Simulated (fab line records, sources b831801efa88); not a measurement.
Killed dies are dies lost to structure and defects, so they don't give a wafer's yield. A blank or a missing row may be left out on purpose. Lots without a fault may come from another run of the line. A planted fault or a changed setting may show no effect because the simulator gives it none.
One fault seen from 2 desks | flow sky130 | each desk has only its own numbers; what lay behind them comes last

THE TOOL OWNER'S DESK: implanter-03
The tool's own readings at SKY_NWELL_IMPLANT_12: means of the sampled wafers that have a number, for each lot that ran on this tool. A lot is out of limits, marked OUT, if its mean lies more than 4 standard deviations from the usual mean; the brackets give that distance.
Columns: A = beam_energy_keV at SKY_NWELL_IMPLANT_12, usual 120.00; B = faraday_current_uA at SKY_NWELL_IMPLANT_12, usual 7.32
lot  | first seen here | A                       | B
L208 | day 6 00:21     | 94.82 (-99 or more) OUT | 7.32
L210 | day 6 13:17     | 94.81 (-99 or more) OUT | 7.33
L219 | day 9 07:20     | 120.00                  | 7.44
This desk's finding: out of limits on L208, L210; first on L208, day 6 00:21 (beam_energy_keV at SKY_NWELL_IMPLANT_12). In limits: L219.

THE METROLOGY DESK
What the gauges read, lot by lot, whatever tool the lot ran on: means of the sampled wafers that have a number. A lot is out of limits, marked OUT, if its mean lies more than 4 standard deviations from the usual mean; the brackets give that distance.
Columns: A = PWDE_TW at SKY_PWDE_TW_MEAS_10, usual 377; B = NWELL_00_OVL at SKY_NWELL_OVL_MEAS_10, usual 0.4 nm
lot  | first seen here | A   | B
L205 | day 4 14:23     | 376 | -0.4
L208 | day 5 06:33     | 377 | -1.0
L210 | day 5 19:28     | 379 | 0.7
L216 | day 7 12:13     | 376 | 1.8
L219 | day 8 09:49     | 382 | 1.7
L224 | day 9 05:22     | 383 | -0.0
This desk's finding: nothing out of limits on any of the 6 lots.

PUT TOGETHER
The tool owner's desk could have raised an alarm at day 6 00:21, on L208, L210.
The metrology desk saw nothing out of limits.
The metrology desk has L208, L210 on record, within its limits.
Of the lots named, all ran SKY_NWELL_IMPLANT_12 on implanter-03.

WHAT THE SIMULATOR HAD PUT IN
Process parameter drift: implanter-03, from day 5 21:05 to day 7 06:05, at SKY_NWELL_IMPLANT_12. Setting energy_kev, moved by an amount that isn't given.
Lots struck among those shown: L208, L210.
Hours from the fault's start to each desk's first reading out of limits: the tool owner's desk, 3.
